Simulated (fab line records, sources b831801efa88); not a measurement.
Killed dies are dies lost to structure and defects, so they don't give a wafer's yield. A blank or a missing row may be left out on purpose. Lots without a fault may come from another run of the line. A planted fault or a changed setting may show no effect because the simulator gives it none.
fab line records | flow sky130
record lots=7 wafers=18 last_day=50
route steps=708 shown SD_P@327 RES_XHIGH@332 SD_N@342 SALICIDE@361 PAD_OPEN@708
lots that met no fault: from a run of the same line without faults
start_h: hours from the record's first day to the start of the lot's first wafer shown | wait_h: hours since the lot's step before | " the same as in the row above | L1.1+2: a row that stands for several wafers | - no value, or no start given | * or withheld: withheld | < > ~ a bound
route shown NAME@n: a module of which the file shows steps, and the number in the route of the first | usual: mean/standard deviation of fault-free wafers | same: alike in all rows | chamber/n: place in a boat | sites: the reading at each site | _std_site: their standard deviation | _edge_site: outer sites' mean less inner sites' | radius_mm: how far each site lies from the wafer's centre | mask NAME#n: copy n | behind: the tool/chamber that last shaped the wafer | hold: why the lot was held/for how many hours/how that ended | device: the transistor (n, p or np) that didn't switch | end of line: the same wafers' tests at the end of the route | a step without rows: its recipe alone | killed: dies lost to structure and defects at the first sort, not the wafer's yield | map: a wafer's dies, x killed, . not, _ none there
set.NAME: the setting as run; set.NAME@STEP: as run at that earlier step | model.NAME: the simulator's own value behind a step, which no gauge read
lots at some steps of the route; a table a step, a row a wafer
services: from which hour (start_h, from the record's first day; less than 0 if before it) a tool's chamber was out of use, for how many hours, and why
## steps
# step SKY_SD_P_CD_MEAS_07
# recipe target_cd_nm=380
# usual cd_nm=379/3
# columns lot.wafer tool chamber start_h wait_h cd_nm
L851.1 cd_sem-02 - 602.22 0.1 375
L851.4 " - " " 374
L851.5 " - " " 374
L860.2 cd_sem-02 - 683.25 0.1 378
L860.3 " - " " 378
L860.4 " - " " 378
L865.1 cd_sem-02 - 712.87 0.1 378
L865.2 " - " " 380
L865.5 " - " " 380
L869.1 cd_sem-01 - 738.94 0.1 383
L869.6 " - " " 381
L871.5 cd_sem-01 - 750.67 0.1 378
L871.6 " - " " 380
L874.2 cd_sem-01 - 768.91 0.1 386
L874.3 " - " " 388
L874.5 " - " " 389
L873.1 cd_sem-02 - 770.37 0.1 379
L873.6 " - " " 375
# step SKY_SD_P_OVL_MEAS_08
# usual SD_P_OVL=-0.1/1.3
# columns lot.wafer tool chamber start_h wait_h SD_P_OVL[nm]
L851.1 overlay-02 - 602.34 0.1 -1.8
L851.4 " - " " -2.6
L851.5 " - " " -0.7
L860.2 overlay-02 - 683.35 0.1 -0.2
L860.3 " - " " -0.5
L860.4 " - " " -0.5
L865.1 overlay-01 - 712.99 0.1 -0.1
L865.2 " - " " -1.0
L865.5 " - " " -0.7
L869.1 overlay-02 - 739.06 0.1 -1.5
L869.6 " - " " -1.3
L871.5 overlay-01 - 750.74 0.0 -2.2
L871.6 " - " " -0.6
L874.2 overlay-02 - 769.02 0.1 0.5
L874.3 " - " " 0.1
L874.5 " - " " -1.0
L873.1 overlay-02 - 770.49 0.1 -0.2
L873.6 " - " " -0.5
# step SKY_SD_P_IMPLANT_09
# recipe species=BF2 energy_kev=20 dose_cm2=3e+15 tilt_deg=0
# step SKY_SD_P_STRIP_10
# recipe chemistry=O2/N2 power_w=1400 pressure_mtorr=1500 platen_temp_c=withheld o2_flow_sccm=3000 n2_flow_sccm=300 overash_fraction=0.5
# usual drypump_motor_current_A=5.7/0.41 oes_product_au=0.617/0.0036 strip_time_to_endpoint_s=17.49/0.042
# columns lot.wafer tool chamber start_h wait_h drypump_motor_current_A oes_product_au rf_hours_counter_h strip_time_to_endpoint_s
L851.1 plasma_asher-02 0 602.52 0.1 5.4 0.616 92 17.56
L851.4 " 0 " " 5.4 0.616 - 17.51
L851.5 " 0 " " 5.4 0.617 - 17.55
L860.2 plasma_asher-02 0 683.53 0.1 5.4 0.618 99 17.55
L860.3 " 0 " " 5.4 0.616 - 17.52
L860.4 " 1 " " 5.4 0.619 - 17.59
L865.1 plasma_asher-02 0 713.17 0.1 5.4 0.615 102 17.48
L865.2 " 1 " " 5.5 0.610 102 17.47
L865.5 " 1 " " 5.5 0.620 - 17.49
L869.1 plasma_asher-01 0 739.25 0.1 5.7 0.619 94 17.51
L869.6 " 1 " " 5.9 0.621 - 17.54
L871.5 plasma_asher-02 1 750.97 0.1 5.4 0.616 - 17.46
L871.6 " 0 " " 5.4 0.616 - 17.47
L874.2 plasma_asher-02 1 769.20 0.1 5.5 0.614 3 17.46
L874.3 " 1 " " 5.5 0.616 - 17.50
L874.5 " 1 " " 5.5 0.621 - 17.47
L873.1 plasma_asher-04 1 770.68 0.1 5.4 0.617 60 17.45
L873.6 " 1 " " 5.4 0.618 - 17.49
# step SKY_SD_P_TW_MEAS_11
# usual SD_P_TW=2809/28
# columns lot.wafer tool chamber start_h wait_h SD_P_TW
L851.1 film_metro-04 - 602.62 0.1 2836
L851.4 " - " " 2839
L851.5 " - " " 2841
L860.2 film_metro-02 - 683.64 0.1 2817
L860.3 " - " " 2827
L860.4 " - " " 2821
L865.1 film_metro-01 - 713.27 0.1 2779
L865.2 " - " " 2792
L865.5 " - " " 2772
L869.1 film_metro-01 - 739.35 0.1 2767
L869.6 " - " " 2771
L871.5 film_metro-01 - 751.04 0.0 2762
L871.6 " - " " 2754
L874.2 film_metro-02 - 769.31 0.1 2810
L874.3 " - " " 2814
L874.5 " - " " 2822
L873.1 film_metro-04 - 770.78 0.1 2858
L873.6 " - " " 2842
# step SKY_RES_XHIGH_DEHYDRATE_00
# recipe temp_c=200 time_s=60
# step SKY_RES_XHIGH_HMDS_01
# recipe prime_time_s=60 prime_temp_c=120
# step SKY_RES_XHIGH_COAT_02
# recipe resist=NOVOLAK spin_rpm=3000 resist_thk_nm=1140
# step SKY_RES_XHIGH_SOFTBAKE_03
# recipe temp_c=90 time_s=60 resist=NOVOLAK
# step SKY_RES_XHIGH_EXPOSE_04
# recipe mask_id=URPM na=0.6 source_shape=conventional sigma_outer=0.6 polarization=unpolarized target_cd_nm=1270 dose_mj=140
# step SKY_RES_XHIGH_PEB_05
# recipe temp_c=withheld time_s=* resist=NOVOLAK
# step SKY_RES_XHIGH_DEVELOP_06
# recipe resist=NOVOLAK developer=TMAH develop_time_s=60 dev_temp_c=23
# step SKY_RES_XHIGH_IMPLANT_07
# recipe species=BF2 energy_kev=20 dose_cm2=3.6e+14 tilt_deg=0
# usual beam_on_s=42.0/0.89 dose_ions_cm2=3.599e+14/4.3e+11 end_station_pressure_torr=5.21e-06/2.7e-07 faraday_current_uA=483/10 tilt_deg=-0.001/0.019
# columns lot.wafer tool chamber start_h wait_h beam_on_s dose_ions_cm2 end_station_pressure_torr faraday_current_uA tilt_deg
L851.1 implanter-03 0 630.85 0.1 40.6 3.592e+14 5.45e-06 500 -0.007
L851.4 " 0 " " 41.4 3.597e+14 5.08e-06 491 -0.032
L851.5 " 0 " " 41.0 3.599e+14 5.49e-06 497 -0.020
L860.2 implanter-01 0 711.12 0.1 43.1 3.603e+14 5.28e-06 473 0.009
L860.3 " 0 " " 42.8 3.597e+14 4.68e-06 473 0.007
L860.4 " 0 " " 41.1 3.601e+14 5.34e-06 493 -0.023
L865.1 implanter-02 0 739.80 0.1 40.8 3.591e+14 4.95e-06 496 0.006
L865.2 " 0 " " 42.6 3.597e+14 4.8e-06 477 -0.017
L865.5 " 0 " " 41.0 3.598e+14 5.1e-06 494 0.003
L869.1 implanter-03 0 766.40 0.1 39.8 3.603e+14 4.99e-06 507 0.005
L869.6 " 0 " " 34.4 3.6e+14 5.37e-06 591 -0.015
L871.5 implanter-03 0 778.62 0.1 42.7 3.593e+14 4.84e-06 478 0.008
L871.6 " 0 " " 34.0 3.601e+14 5.07e-06 597 -0.007
L874.2 implanter-01 0 796.09 0.1 42.6 3.603e+14 5.26e-06 477 -0.001
L874.3 " 0 " " 43.1 3.604e+14 5.55e-06 473 0.013
L874.5 " 0 " " 43.9 3.597e+14 4.66e-06 463 -0.015
L873.1 implanter-03 0 797.27 0.1 41.7 3.608e+14 5.13e-06 486 0.001
L873.6 " 0 " " 34.2 3.6e+14 5.86e-06 590 -0.006
# step SKY_RES_XHIGH_STRIP_08
# recipe chemistry=O2/N2 power_w=1400 pressure_mtorr=1500 platen_temp_c=withheld o2_flow_sccm=3000 n2_flow_sccm=300 overash_fraction=0.5
# usual drypump_motor_current_A=5.64/0.24 oes_product_au=0.711/0.0044 strip_time_to_endpoint_s=14.26/0.042
# columns lot.wafer tool chamber start_h wait_h drypump_motor_current_A oes_product_au rf_hours_counter_h strip_time_to_endpoint_s
L851.1 plasma_asher-03 1 631.00 0.1 5.63 0.714 20 14.30
L851.4 " 0 " " 6.02 0.708 - 14.26
L851.5 " 0 " " 6.05 0.711 - 14.28
L860.2 plasma_asher-01 1 711.24 0.1 5.89 0.715 91 14.28
L860.3 " 1 " " 5.88 0.708 - 14.25
L860.4 " 0 " " 5.73 0.713 - 14.25
L865.1 plasma_asher-01 0 739.95 0.1 5.74 0.712 94 14.25
L865.2 " 1 " " 5.90 0.713 94 14.25
L865.5 " 1 " " 5.87 0.724 - 14.26
L869.1 plasma_asher-01 1 766.55 0.1 5.89 0.710 98 14.29
L869.6 " 0 " " 5.73 0.710 - 14.13
L871.5 plasma_asher-02 1 778.74 0.1 5.47 0.719 - 14.22
L871.6 " 0 " " 5.35 0.709 - 14.10
L874.2 plasma_asher-02 1 796.22 0.1 5.50 0.714 6 14.22
L874.3 " 1 " " 5.48 0.710 - 14.22
L874.5 " 1 " " 5.48 0.707 - 14.22
L873.1 plasma_asher-03 1 797.42 0.1 5.60 0.710 32 14.27
L873.6 " 0 " " 6.04 0.707 - 14.19
# step SKY_RES_XHIGH_TW_MEAS_09
# usual RES_XHIGH_TW=1628/19
# columns lot.wafer tool chamber start_h wait_h RES_XHIGH_TW
L851.1 film_metro-01 - 631.14 0.1 1605
L851.4 " - " " 1613
L851.5 " - " " 1607
L860.2 film_metro-04 - 711.35 0.1 1655
L860.3 " - " " 1660
L860.4 " - " " 1655
L865.1 film_metro-01 - 740.05 0.1 1594
L865.2 " - " " 1601
L865.5 " - " " 1593
L869.1 film_metro-04 - 766.65 0.1 1652
L869.6 " - " " 1563
L871.5 film_metro-02 - 778.81 0.0 1631
L871.6 " - " " 1540
L874.2 film_metro-01 - 796.33 0.1 1595
L874.3 " - " " 1600
L874.5 " - " " 1605
L873.1 film_metro-02 - 797.52 0.1 1638
L873.6 " - " " 1535
# step SKY_SD_N_DEHYDRATE_00
# recipe temp_c=200 time_s=60
# step SKY_SD_N_HMDS_01
# recipe prime_time_s=60 prime_temp_c=120
# step SKY_SD_N_COAT_02
# recipe resist=NOVOLAK spin_rpm=3000 resist_thk_nm=1140
# step SKY_SD_N_SOFTBAKE_03
# recipe temp_c=90 time_s=60 resist=NOVOLAK
# step SKY_SD_N_EXPOSE_04
# recipe mask_id=NSDM na=0.6 source_shape=conventional sigma_outer=0.6 polarization=unpolarized target_cd_nm=380 dose_mj=141
# step SKY_SD_N_PEB_05
# recipe temp_c=withheld time_s=* resist=NOVOLAK
# step SKY_SD_N_DEVELOP_06
# recipe resist=NOVOLAK developer=TMAH develop_time_s=60 dev_temp_c=23
# step SKY_SD_N_CD_MEAS_07
# recipe target_cd_nm=380
# usual cd_nm=379.8/2.4
# columns lot.wafer tool chamber start_h wait_h cd_nm
L851.1 cd_sem-02 - 660.34 0.1 383.3
L851.4 " - " " 383.8
L851.5 " - " " 383.8
L860.2 cd_sem-02 - 737.70 0.1 379.0
L860.3 " - " " 378.9
L860.4 " - " " 376.9
L865.1 cd_sem-01 - 767.99 0.1 378.7
L865.2 " - " " 378.0
L865.5 " - " " 376.7
L869.1 cd_sem-02 - 793.34 0.1 378.2
L869.6 " - " " 376.5
L871.5 cd_sem-01 - 806.16 0.1 381.7
L871.6 " - " " 380.3
L874.2 cd_sem-01 - 821.95 0.1 381.3
L874.3 " - " " 380.1
L874.5 " - " " 382.1
L873.1 cd_sem-02 - 823.63 0.1 381.9
L873.6 " - " " 382.4
# step SKY_SD_N_OVL_MEAS_08
# usual SD_N_OVL=0.3/1.7
# columns lot.wafer tool chamber start_h wait_h SD_N_OVL[nm]
L851.1 overlay-02 - 660.46 0.1 0.3
L851.4 " - " " -0.4
L851.5 " - " " -0.9
L860.2 overlay-02 - 737.80 0.1 -2.6
L860.3 " - " " -2.8
L860.4 " - " " -3.0
L865.1 overlay-02 - 768.11 0.1 2.3
L865.2 " - " " 1.5
L865.5 " - " " 0.9
L869.1 overlay-02 - 793.46 0.1 0.2
L869.6 " - " " -0.2
L871.5 overlay-01 - 806.22 0.0 -1.2
L871.6 " - " " -0.3
L874.2 overlay-01 - 822.05 0.1 -0.4
L874.3 " - " " 0.0
L874.5 " - " " 0.2
L873.1 overlay-02 - 823.75 0.1 -1.6
L873.6 " - " " -0.7
# step SKY_SD_N_IMPLANT_09
# recipe species=As energy_kev=50 dose_cm2=4e+15 tilt_deg=0
# step SKY_SD_N_IMPLANT_10
# recipe species=P energy_kev=20 dose_cm2=1e+14 tilt_deg=0
# step SKY_SD_N_STRIP_11
# recipe chemistry=O2/N2 power_w=1400 pressure_mtorr=1500 platen_temp_c=withheld o2_flow_sccm=3000 n2_flow_sccm=300 overash_fraction=0.5
# usual drypump_motor_current_A=5.9/0.43 oes_product_au=0.527/0.0043 strip_time_to_endpoint_s=22.53/0.037
# columns lot.wafer tool chamber start_h wait_h drypump_motor_current_A oes_product_au rf_hours_counter_h strip_time_to_endpoint_s
L851.1 plasma_asher-03 1 660.80 0.1 5.6 0.526 23 22.46
L851.4 " 0 " " 6.1 0.530 - 22.47
L851.5 " 1 " " 5.6 0.538 - 22.48
L860.2 plasma_asher-04 1 738.13 0.1 5.4 0.527 55 22.52
L860.3 " 1 " " 5.4 0.537 - 22.54
L860.4 " 0 " " 6.6 0.516 - 22.57
L865.1 plasma_asher-04 0 768.45 0.1 6.6 0.527 60 22.55
L865.2 " 1 " " 5.4 0.534 60 22.56
L865.5 " 0 " " 6.6 0.530 - 22.55
L869.1 plasma_asher-01 1 793.80 0.1 5.9 0.524 100 22.58
L869.6 " 0 " " 5.7 0.526 - 22.56
L871.5 plasma_asher-04 1 806.60 0.1 5.4 0.530 - 22.57
L871.6 " 0 " " 6.6 0.527 - 22.52
L874.2 plasma_asher-01 0 822.38 0.1 5.7 0.527 103 22.50
L874.3 " 0 " " 5.7 0.525 - 22.51
L874.5 " 1 " " 5.9 0.530 - 22.48
L873.1 plasma_asher-04 0 824.08 0.1 6.6 0.531 65 22.52
L873.6 " 0 " " 6.5 0.529 - 22.53
# step SKY_SD_N_TW_MEAS_12
# usual SD_N_TW=3946/49
# columns lot.wafer tool chamber start_h wait_h SD_N_TW
L851.1 film_metro-02 - 660.90 0.1 3960
L851.4 " - " " 3927
L851.5 " - " " 3971
L860.2 film_metro-02 - 738.24 0.1 3985
L860.3 " - " " 3956
L860.4 " - " " 3974
L865.1 film_metro-04 - 768.55 0.1 4015
L865.2 " - " " 4013
L865.5 " - " " 4008
L869.1 film_metro-01 - 793.90 0.1 3926
L869.6 " - " " 3908
L871.5 film_metro-01 - 806.67 0.0 3912
L871.6 " - " " 3898
L874.2 film_metro-02 - 822.49 0.1 4009
L874.3 " - " " 4016
L874.5 " - " " 4006
L873.1 film_metro-04 - 824.18 0.1 4035
L873.6 " - " " 4018
# step SKY_SD_N_CLEAN_13
# recipe chemistry=SC1/SC2 mix=1:4:20 temp_c=70 time_s=150 dry=n2_spin
# step SKY_SD_N_RTA_14
# recipe temp_c=1075 time_s=2 idle_temp_c=650 ramp_up_c_per_s=150 ramp_down_c_per_s=90 ambient=N2
# usual lamp_power_pct=15.74/0.05 wafer_temp_C_max=1078.2/1.5
# columns lot.wafer tool chamber start_h wait_h lamp_power_pct wafer_temp_C_max
L851.1 rtp_anneal-01 0 661.01 0.0 15.72 1080.9
L851.4 " 0 " " 15.74 1075.4
L851.5 " 0 " " 15.83 1077.7
L860.2 rtp_anneal-01 0 738.37 0.0 15.74 1080.4
L860.3 " 0 " " 15.71 1079.7
L860.4 " 0 " " 15.78 1080.0
L865.1 rtp_anneal-02 0 768.66 0.0 15.71 1078.7
L865.2 " 0 " " 15.78 1077.8
L865.5 " 0 " " 15.71 1078.1
L869.1 rtp_anneal-01 0 794.01 0.0 15.78 1078.8
L869.6 " 0 " " 15.75 1079.4
L871.5 rtp_anneal-01 0 806.78 0.0 15.67 1081.4
L871.6 " 0 " " 15.78 1076.2
L874.2 rtp_anneal-01 0 822.60 0.0 15.75 1078.5
L874.3 " 0 " " 15.79 1078.3
L874.5 " 0 " " 15.79 1079.9
L873.1 rtp_anneal-01 0 824.29 0.0 15.66 1076.9
L873.6 " 0 " " 15.68 1079.1
# step SKY_SD_N_RS_MEAS_16
# recipe thk_meas_gauge=four-point-probe
# usual SD_N_RS=68.55/0.12
# columns lot.wafer tool chamber start_h wait_h SD_N_RS[ohm/sq]
L851.1 film_metro-02 - 661.18 0.1 68.55
L851.4 " - " " 68.69
L851.5 " - " " 68.56
L860.2 film_metro-04 - 738.60 0.1 68.58
L860.3 " - " " 68.63
L860.4 " - " " 68.73
L865.1 film_metro-01 - 768.83 0.1 68.42
L865.2 " - " " 68.58
L865.5 " - " " 68.49
L869.1 film_metro-02 - 794.18 0.1 68.44
L869.6 " - " " 68.48
L871.5 film_metro-04 - 807.00 0.1 68.71
L871.6 " - " " 68.56
L874.2 film_metro-04 - 822.79 0.1 68.57
L874.3 " - " " 68.68
L874.5 " - " " 68.65
L873.1 film_metro-04 - 824.47 0.1 68.58
L873.6 " - " " 68.39
# step SKY_SD_N_RS_MEAS_17
# recipe thk_meas_gauge=four-point-probe
# usual SD_P_RS=147.1/0.45
# columns lot.wafer tool chamber start_h wait_h SD_P_RS[ohm/sq]
L851.1 film_metro-02 - 661.30 0.1 147.2
L851.4 " - " " 146.9
L851.5 " - " " 147.3
L860.2 film_metro-04 - 738.72 0.1 147.8
L860.3 " - " " 147.4
L860.4 " - " " 147.8
L865.1 film_metro-01 - 768.95 0.1 146.8
L865.2 " - " " 146.9
L865.5 " - " " 146.5
L869.1 film_metro-02 - 794.30 0.1 146.9
L869.6 " - " " 146.8
L871.5 film_metro-04 - 807.12 0.1 148.0
L871.6 " - " " 147.2
L874.2 film_metro-04 - 822.91 0.1 147.0
L874.3 " - " " 147.3
L874.5 " - " " 147.3
L873.1 film_metro-04 - 824.59 0.1 147.3
L873.6 " - " " 147.4
# step SKY_SD_N_RS_MEAS_18
# recipe thk_meas_gauge=four-point-probe
# usual RES_XHIGH_RS=333.2/1.1
# columns lot.wafer tool chamber start_h wait_h RES_XHIGH_RS[ohm/sq]
L851.1 film_metro-02 - 661.42 0.1 333.6
L851.4 " - " " 332.2
L851.5 " - " " 331.0
L860.2 film_metro-04 - 738.84 0.1 333.4
L860.3 " - " " 333.7
L860.4 " - " " 333.2
L865.1 film_metro-01 - 769.07 0.1 335.7
L865.2 " - " " 334.6
L865.5 " - " " 334.3
L869.1 film_metro-02 - 794.42 0.1 332.6
L869.6 " - " " 388.2
L871.5 film_metro-04 - 807.24 0.1 334.3
L871.6 " - " " 388.2
L874.2 film_metro-04 - 823.03 0.1 333.4
L874.3 " - " " 333.7
L874.5 " - " " 333.8
L873.1 film_metro-04 - 824.71 0.1 334.1
L873.6 " - " " 387.6
# step SKY_SALICIDE_CLEAN_00
# recipe chemistry=HF-last time_s=30 dilution=100:1 dry=ipa_marangoni
# step SKY_PAD_OPEN_PROBE_99
# usual killed_at_M0_to_M3=44/7.7 killed_at_M4_up=3.0/1.9 killed_at_contacts=25/5.6 killed_at_front_end=15/4.6 killed_at_other=0.3/0.47 killed_dies=86/9.9 killed_on_rim=17/3.6 killed_open=47/7.4 killed_short=39/5.9
# same gross_dies=492 killed_at_back_side=0
# columns lot.wafer tool chamber start_h wait_h killed_at_M0_to_M3 killed_at_M4_up killed_at_contacts killed_at_front_end killed_at_other killed_dies killed_on_rim killed_open killed_short model.etest.res_xhigh_po.line_ohm_um model.etest.res_xhigh_po.rs_ohm_sq model.etest.res_xhigh_po.rs_ohm_sq_range
L851.1 prober-02 - 1091.85 0.1 42 2 27 14 0 85 17 53 32 5745 2009 54.03
L851.4 prober-02 - 1092.00 0.2 40 2 26 14 0 82 23 46 36 5951 2116 85.69
L851.5 prober-02 - 1092.05 0.2 48 2 30 21 0 101 19 47 54 5660 1958 58.97
L860.2 prober-02 - 1144.01 0.1 42 2 19 13 1 77 17 45 32 5771 2010 41.84
L860.3 prober-02 - 1144.06 0.2 52 2 15 20 0 89 16 59 30 5750 2021 67.11
L860.4 prober-02 - 1144.11 0.2 40 3 14 15 1 73 17 41 32 5646 1991 39.66
L865.1 prober-02 - 1165.64 0.1 47 6 21 19 0 93 23 45 48 6105 2131 170.1
L865.2 prober-02 - 1165.69 0.1 37 4 28 17 0 86 18 54 32 5583 1978 156.8
L865.5 prober-02 - 1165.84 0.2 45 5 36 10 0 96 20 62 34 5678 2003 140.8
L869.1 prober-02 - 1179.72 0.1 37 2 31 20 0 90 21 51 39 5775 2013 65.68
L869.6 prober-02 - 1179.97 0.2 50 0 21 16 0 87 17 46 41 8295 2920 117.3
L871.5 prober-02 - 1190.11 0.2 40 1 24 11 2 78 12 37 41 5943 2042 48.63
L871.6 prober-02 - 1190.16 0.2 36 5 27 12 1 81 14 38 43 8534 2996 162.5
L874.2 prober-01 - 1197.62 0.1 39 4 26 18 0 87 13 43 44 5811 1999 150.7
L874.3 prober-01 - 1197.67 0.2 46 1 16 20 1 84 22 41 43 5791 1992 144.9
L874.5 prober-01 - 1197.77 0.2 37 3 16 19 0 75 17 39 36 5528 1903 146.5
L873.1 prober-02 - 1199.07 0.1 49 1 21 19 1 91 23 55 36 5665 1982 41.71
L873.6 prober-02 - 1199.32 0.2 26 5 14 14 0 59 12 33 26 8064 2790 74.64
# killed by level:class
L851.1 VIA1:geometric_particle:open=18 LI_CONTACT:geometric_particle:open=12 CONTACT:geometric_particle:open=6 FIELD_ISO:geometric_particle:open=5 CONTACT:geometric_particle:short=5 VIA1:geometric_particle:short=5 METAL3:geometric_particle:short=5 METAL2:geometric_particle:short=4
L851.4 VIA1:geometric_particle:open=12 VIA1:geometric_particle:short=9 LI_CONTACT:geometric_particle:open=8 CONTACT:geometric_particle:open=8 VIA3:geometric_particle:open=6 FIELD_ISO:geometric_particle:short=5 FIELD_ISO:geometric_particle:open=4 CONTACT:geometric_particle:short=4
L851.5 VIA1:geometric_particle:open=12 VIA1:geometric_particle:short=11 LI_CONTACT:geometric_particle:open=8 CONTACT:geometric_particle:open=8 VIA3:geometric_particle:open=7 METAL2:geometric_particle:short=7 FIELD_ISO:geometric_particle:open=6 FIELD_ISO:geometric_particle:short=6
L860.2 VIA1:geometric_particle:open=14 METAL2:geometric_particle:short=6 CONTACT:geometric_particle:open=5 VIA3:geometric_particle:open=5 FIELD_ISO:geometric_particle:short=4 LI_CONTACT:geometric_particle:open=4 LOCAL_INTERCONNECT:geometric_particle:short=4 METAL1:geometric_particle:short=4
L860.3 VIA1:geometric_particle:open=15 FIELD_ISO:geometric_particle:open=12 VIA2:geometric_particle:open=8 VIA3:geometric_particle:open=8 LI_CONTACT:geometric_particle:open=5 METAL1:geometric_particle:short=5 VIA1:geometric_particle:short=5 METAL2:geometric_particle:short=5
L860.4 VIA1:geometric_particle:open=14 CONTACT:geometric_particle:open=7 FIELD_ISO:geometric_particle:open=4 POLY_GATE:geometric_particle:open=4 VIA3:geometric_particle:open=4 METAL2:geometric_particle:short=4 POLY_GATE:geometric_particle:short=3 LI_CONTACT:geometric_particle:open=3
L865.1 VIA1:geometric_particle:open=12 FIELD_ISO:geometric_particle:short=9 CONTACT:geometric_particle:open=9 VIA2:geometric_particle:open=9 METAL1:geometric_particle:short=6 VIA1:geometric_particle:short=5 LI_CONTACT:geometric_particle:open=4 LOCAL_INTERCONNECT:geometric_particle:short=4
L865.2 CONTACT:geometric_particle:open=12 VIA1:geometric_particle:open=9 VIA2:geometric_particle:open=8 LI_CONTACT:geometric_particle:open=7 VIA3:geometric_particle:open=6 METAL2:geometric_particle:short=5 FIELD_ISO:geometric_particle:short=4 POLY_GATE:geometric_particle:open=4
L865.5 CONTACT:geometric_particle:open=13 LI_CONTACT:geometric_particle:open=12 VIA1:geometric_particle:open=9 VIA2:geometric_particle:open=9 VIA3:geometric_particle:open=9 METAL1:geometric_particle:short=6 LOCAL_INTERCONNECT:geometric_particle:short=4 VIA3:geometric_particle:short=4
L869.1 CONTACT:geometric_particle:open=12 VIA2:geometric_particle:open=9 LI_CONTACT:geometric_particle:open=8 POLY_GATE:geometric_particle:short=7 METAL2:geometric_particle:short=7 VIA3:geometric_particle:open=6 LI_CONTACT:geometric_particle:short=6 FIELD_ISO:geometric_particle:open=5
L869.6 CONTACT:geometric_particle:open=9 VIA2:geometric_particle:open=8 VIA1:geometric_particle:short=7 VIA1:geometric_particle:open=7 VIA3:geometric_particle:open=6 POLY_GATE:geometric_particle:short=5 LI_CONTACT:geometric_particle:open=5 VIA3:geometric_particle:short=5
L871.5 VIA3:geometric_particle:open=8 VIA1:geometric_particle:open=7 METAL2:geometric_particle:short=7 LI_CONTACT:geometric_particle:short=6 CONTACT:geometric_particle:short=6 FIELD_ISO:geometric_particle:open=5 LI_CONTACT:geometric_particle:open=5 VIA2:geometric_particle:short=5
L871.6 CONTACT:geometric_particle:open=9 METAL1:geometric_particle:short=6 LI_CONTACT:geometric_particle:open=5 CONTACT:geometric_particle:short=5 VIA2:geometric_particle:open=5 METAL4:geometric_particle:short=5 VIA3:geometric_particle:open=4 LI_CONTACT:geometric_particle:short=4
L874.2 VIA1:geometric_particle:open=11 LI_CONTACT:geometric_particle:open=9 FIELD_ISO:geometric_particle:short=8 CONTACT:geometric_particle:open=6 VIA1:geometric_particle:short=6 POLY_GATE:geometric_particle:open=5 VIA3:geometric_particle:open=5 LI_CONTACT:geometric_particle:short=5
L874.3 VIA1:geometric_particle:open=12 POLY_GATE:geometric_particle:short=7 VIA3:geometric_particle:open=7 FIELD_ISO:geometric_particle:short=5 CONTACT:geometric_particle:open=5 VIA2:geometric_particle:open=5 LI_CONTACT:geometric_particle:short=4 VIA1:geometric_particle:short=4
L874.5 METAL2:geometric_particle:short=7 VIA2:geometric_particle:open=7 LI_CONTACT:geometric_particle:open=6 POLY_GATE:geometric_particle:open=5 POLY_GATE:geometric_particle:short=5 VIA1:geometric_particle:open=5 VIA3:geometric_particle:open=5 CONTACT:geometric_particle:open=4
L873.1 VIA1:geometric_particle:open=12 METAL2:geometric_particle:short=8 CONTACT:geometric_particle:open=7 METAL3:geometric_particle:short=5 VIA1:geometric_particle:short=5 VIA2:geometric_particle:open=5 VIA3:geometric_particle:open=5 FIELD_ISO:geometric_particle:open=4
L873.6 VIA1:geometric_particle:open=8 LI_CONTACT:geometric_particle:open=6 VIA1:geometric_particle:short=6 CONTACT:geometric_particle:short=4 POLY_GATE:geometric_particle:short=3 SPACER:geometric_particle:open=3 VIA3:geometric_particle:open=3 METAL4:geometric_particle:open=3
## services
# columns tool chamber start_h hours kind
rtp_anneal-01 - 586.24 5.1 pm
plasma_asher-01 - 608.61 1.0 repair
implanter-03 - 628.94 1.4 repair
implanter-03 - 652.18 2.7 repair
plasma_asher-02 - 657.29 1.4 repair
implanter-01 - 666.48 1.6 repair
implanter-03 - 671.24 2.1 repair
plasma_asher-04 - 688.12 7.9 repair
implanter-03 - 699.19 3.1 pm
plasma_asher-03 - 714.82 41.4 repair
implanter-03 - 725.31 3.4 repair
plasma_asher-02 - 733.75 9.0 pm
plasma_asher-02 0 733.75 9.0 vent_cycle
plasma_asher-02 1 733.75 9.0 vent_cycle
plasma_asher-02 0 742.75 - clean
plasma_asher-02 1 742.75 - clean
plasma_asher-01 - 796.90 1.2 repair
rtp_anneal-02 - 798.85 61.0 pm
## key
first_sign step=SKY_RES_XHIGH_IMPLANT_07 reading=faraday_current_uA direction=up sigmas=11 usual=483 struck=593
effect step=SKY_RES_XHIGH_IMPLANT_07 reading=beam_on_s direction=down sigmas=8.7 usual=42.0 struck=34.2
effect step=SKY_RES_XHIGH_STRIP_08 reading=strip_time_to_endpoint_s direction=down sigmas=2.8 usual=* struck=*
effect step=SKY_RES_XHIGH_TW_MEAS_09 reading=RES_XHIGH_TW direction=down sigmas=4.3 usual=1628 struck=1546
effect step=SKY_SD_N_RS_MEAS_18 reading=RES_XHIGH_RS direction=up sigmas=50 usual=333.2 struck=388.0
model_effect step=SKY_PAD_OPEN_PROBE_99 value=etest.res_xhigh_po.line_ohm_um without=5574 struck=8298
met_at SKY_RES_XHIGH_IMPLANT_07
struck_wafers L869.6,L871.6,L873.6
tester_left_out L869,L871,L873
onset_between 630.85 766.40
fault kind=process_parameter_drift tool=implanter-03 chamber=- onset_h=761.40 steps=SKY_RES_XHIGH_IMPLANT_07 channel=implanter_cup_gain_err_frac offset=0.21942 shape=step end_h=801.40 scope=struck_wafers_only
# tester_left_out: of these lots the tester's yield and bins aren't shown, on N5 and GAA mostly nor the transistor test; their killed dies are dies lost to structure and defects alone, not to doping, threshold or leakage, so they don't give the yield
